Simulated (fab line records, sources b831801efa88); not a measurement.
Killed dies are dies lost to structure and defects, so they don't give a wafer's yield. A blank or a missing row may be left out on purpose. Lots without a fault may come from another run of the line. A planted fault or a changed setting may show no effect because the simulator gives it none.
Chamber matching | flow gf180mcu | GF_CONTACT_CMP_04 on cmp-01: 4 sister chambers
The step polishes SiO2. 16 wafers are shown with their chamber, then 8 later ones without.

WAFERS WITH THEIR CHAMBER
wafer  | chamber | motor_current_A (A) | slurry_flow_ml_min | time_to_endpoint_s (s)
L151.2 | 1       | 11.6                | 150.3              | 107
L151.4 | 3       | 9.8                 | 150.3              | 115
L151.6 | 1       | 12.6                | 149.8              | 108
L154.3 | 0       | 11.8                | 150.6              | 107
L154.5 | 0       | 12.3                | 150.6              | 106
L154.6 | 3       | 10.1                | 149.4              | 107
L155.2 | 1       | 12.3                | 149.6              | 108
L155.3 | 3       | 9.6                 | 150.0              | 107
L155.5 | 2       | 13.7                | 150.3              | 110
L156.3 | 1       | 12.2                | 150.8              | 108
L156.4 | 2       | 13.9                | 150.5              | 108
L156.6 | 2       | 13.0                | 150.5              | 109
L162.4 | 3       | 9.3                 | 149.9              | 107
L162.5 | 2       | 14.4                | 149.7              | 102
L162.6 | 1       | 11.7                | 150.4              | 114
L165.1 | 2       | 13.7                | 150.0              | 107

SIGNATURES (means of the wafers above)
reading            | chamber 0 | chamber 1 | chamber 2 | chamber 3 | scatter within a chamber
motor_current_A    | 12.050    | 12.080    | 13.740    | 9.700     | 0.427
slurry_flow_ml_min | 150.600   | 150.180   | 150.200   | 149.900   | 0.39
time_to_endpoint_s | 106.50    | 109.00    | 107.20    | 109.00    | 3.15
Rule: a wafer's distance from a chamber is the root of the sum, over the readings, of the square of ((its reading less the chamber's mean) divided by the reading's scatter). The wafer belongs to the nearest chamber; if the next one is less than 2 further off, it can't be placed. The scatter: the root of (the sum of the squares of (reading less its chamber's mean) over the shown wafers, divided by (wafers less chambers)).

WAFERS WITHOUT THEIR CHAMBER
wafer  | motor_current_A (A) | slurry_flow_ml_min | time_to_endpoint_s (s)
L165.3 | 11.8                | 149.4              | 109
L165.4 | 12.0                | 149.8              | 108
L169.1 | 14.1                | 149.9              | 108
L169.5 | 13.9                | 150.2              | 114
L169.6 | 11.5                | 151.1              | 120
L170.1 | 12.3                | 150.0              | 110
L170.3 | 11.4                | 149.5              | 107
L170.6 | 11.6                | 150.6              | 116

WHICH CHAMBER EACH WENT THROUGH
wafer  | from the rows above          | in truth
L165.3 | can't be placed: 1 or 0      | 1
L165.4 | can't be placed: 1 or 0      | 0
L169.1 | 2                            | 2
L169.5 | 2                            | 2
L169.6 | can't be placed: 1 or 0 or 3 | 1
L170.1 | can't be placed: 1 or 0      | 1
L170.3 | can't be placed: 1 or 0 or 3 | 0
L170.6 | can't be placed: 1 or 0      | 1
Placed correctly: 2 of 8. Can't be placed from these rows: 6 (the true chamber is among the candidates in 6). Placed wrongly: 0.
